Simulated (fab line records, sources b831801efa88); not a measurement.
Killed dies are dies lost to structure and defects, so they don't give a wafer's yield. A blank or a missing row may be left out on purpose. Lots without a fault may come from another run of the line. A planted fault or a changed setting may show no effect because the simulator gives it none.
A struck lot beside a sound one | flow sky130 | 24 steps out of a route of 708
Sound: wafers L977.2, L977.4, L977.6. Struck: wafer L990.2. (L990.3, L990.6 of the same lot were not struck and are left out.) The cause comes at the end.
At each step with rows: each side's tool, then ch and its chambers, then its first start. Under that, the readings that differ: sound wafers | struck wafers | difference of the means | sigmas: that difference in standard deviations of wafers without a fault.
alike: readings whose means differ by less than 2 such deviations, and words and numbers that are the same on both sides. not compared: withheld readings, readings that some wafer has no value for, bounds like >300 that may hide the same value, and numbers for which the record gives no deviation and whose values overlap.
The two part at a step that has a row with sigmas, a row that says differs or no value, or rows on one side only. Numbers that don't overlap but have no deviation are shown without sigmas and don't part them. A reading that every wafer of one side lacks parts them only if that side has two wafers or more.

SKY_VIA1_BOW_MEAS_03:
  sound on film_metro-02, day 35 08:13; struck on film_metro-04, day 38 08:06
  alike: VIA1_BOW
then, 8 steps without rows for these wafers: SKY_VIA1_DEHYDRATE_04 (time 60 s); SKY_VIA1_HMDS_05 (prime time 60 s); SKY_VIA1_COAT_06 (resist thk 60 nm); SKY_VIA1_COAT_07 (resist thk 450 nm); SKY_VIA1_SOFTBAKE_08 (time 90 s); SKY_VIA1_EXPOSE_09 (exposes mask VIM, target cd 150 nm); SKY_VIA1_PEB_10; SKY_VIA1_DEVELOP_11 (develop time 60 s).
SKY_VIA1_CD_MEAS_12: target cd 150 nm.
  sound on cd_sem-01, day 36 11:22; struck on cd_sem-02, day 39 08:52
  reading    | sound             | struck | difference | sigmas
  cd_nm (nm) | 153.2 150.8 151.8 | 147.0  | -4.9       | -2
SKY_VIA1_OVL_MEAS_13:
  sound on overlay-01, day 36 11:28; struck on overlay-01, day 39 08:58
  alike: VIA1_OVL
SKY_VIA1_ETCH_14: etches BARC in N2/H2, stops on SiO2, time 45.9 s, target depth 60 nm.
  sound on rie_diel-04 ch 2,3, day 36 11:29; struck on rie_diel-04 ch 1, day 39 09:00
  alike: drypump_motor_current_A, oes_product_au, throttle_valve_pct
  not compared: rf_hours_counter_h
SKY_VIA1_ETCH_15: etches SiO2 in C4F8/O2/Ar, stops on TiN, target depth 351 nm, time 54 s.
  sound on rie_diel-04 ch 2,3, day 36 11:32; struck on rie_diel-04 ch 1, day 39 09:02
  reading                                     | sound             | struck | difference | sigmas
  oes_product_au (a.u.)                       | 0.975 0.981 0.976 | 0.868  | -0.109     | -22
  model.etch.depth_nm (nm)                    | 344.4 344.6 344.7 | 276.4  | -68.2      |
  model.VIA1.feature_depth_nm (nm)            | 344.4 344.6 344.7 | 276.4  | -68.2      |
  model.KrF-thick_of_VIA1_COAT_07.thk_nm (nm) | 323.4 319.8 322.2 | 337.8  | +16.0      |
  not compared: rf_hours_counter_h
SKY_VIA1_STRIP_16: strips in O2/N2.
  sound on plasma_asher-04 ch 0,1, day 36 11:35; struck on plasma_asher-03 ch 0, day 39 09:05
  reading                      | sound             | struck | difference | sigmas
  strip_time_to_endpoint_s (s) | 4.460 4.435 4.448 | 4.618  | +0.170     | +9
  alike: drypump_motor_current_A, oes_product_au
  not compared: rf_hours_counter_h
then, 3 steps without rows for these wafers: SKY_VIA1_STRIP_17 (strips in post etch residue remover, time 1200 s); SKY_VIA1_CLEAN_18 (cleans in IPA, time 180 s); SKY_VIA1_CLEAN_19 (cleans in O3/DIW).
SKY_VIA1_SPUTTER_20: material TiN, target thk 20 nm, time 80 s.
  sound on pvd_sputter-04, day 36 12:13; struck on pvd_sputter-04, day 39 09:43
  alike: throttle_valve_pct
SKY_VIA1_CVD_21: deposits W, target thk 270 nm, time 80.902 s.
  sound on cvd_w-01 ch 0,1, day 36 12:17; struck on cvd_w-02 ch 1, day 39 09:47
  alike: heater_power_outer_w, heater_power_w, susceptor_temp_C
SKY_VIA1_CMP_24: polishes, stops on SiO2, t overpolish 15 s, target thk 0 nm.
  sound on cmp-02 ch 0,2,3, day 36 12:39; struck on cmp-02 ch 2, day 39 10:09
  alike: motor_current_A, overpolish_run_s, slurry_filter_dp_kPa, time_to_endpoint_s
SKY_METAL2_SPUTTER_00: material Ti, target thk 15 nm, time 10 s.
  the record has rows for the sound wafers here (pvd_sputter-04, day 36 12:51) and none for the struck ones
SKY_METAL2_SPUTTER_01: material TiN, target thk 20 nm, time 16.7 s.
  the record has rows for the sound wafers here (pvd_sputter-04, day 36 12:52) and none for the struck ones
SKY_METAL2_SPUTTER_02: material AlCu, target thk 250 nm, time 13.3 s.
  the record has rows for the sound wafers here (pvd_sputter-04, day 36 12:54) and none for the struck ones
-- the record jumps here: 10 days lie between the struck wafers' starts before and after (it left off in module METAL2 and takes up again in module PAD_OPEN, whose first step shown is number 708 of the route) --
SKY_PAD_OPEN_PROBE_99:
  sound on prober-02, day 47 17:32; struck on prober-01, day 49 17:45
  reading                                  | sound | struck | difference | sigmas
  model.etest.nfet_16v.under_floor         | 0 0 0 | 1      | +1         |
  model.etest.field_p.open                 | 0 0 0 | 1      | +1         |
  model.etest.tip_n_5v.open                | 0 0 0 | 1      | +1         |
  model.etest.res_pwde_under_gate.open     | 0 0 0 | 1      | +1         |
  model.etest.nfet_g5v0d10v5.open          | 0 0 0 | 1      | +1         |
  model.etest.diode_dnwell_sub.under_floor | 0 0 0 | 1      | +1         |
  model.etest.nfet_01v8_turned.under_floor | 0 0 0 | 1      | +1         |
  model.etest.iso_pdiff_pwell.under_floor  | 0 0 0 | 1      | +1         |

WHERE THEY PART
First at SKY_VIA1_CD_MEAS_12; last, within this record, at SKY_METAL2_SPUTTER_02.

WHY: what the simulator had put in
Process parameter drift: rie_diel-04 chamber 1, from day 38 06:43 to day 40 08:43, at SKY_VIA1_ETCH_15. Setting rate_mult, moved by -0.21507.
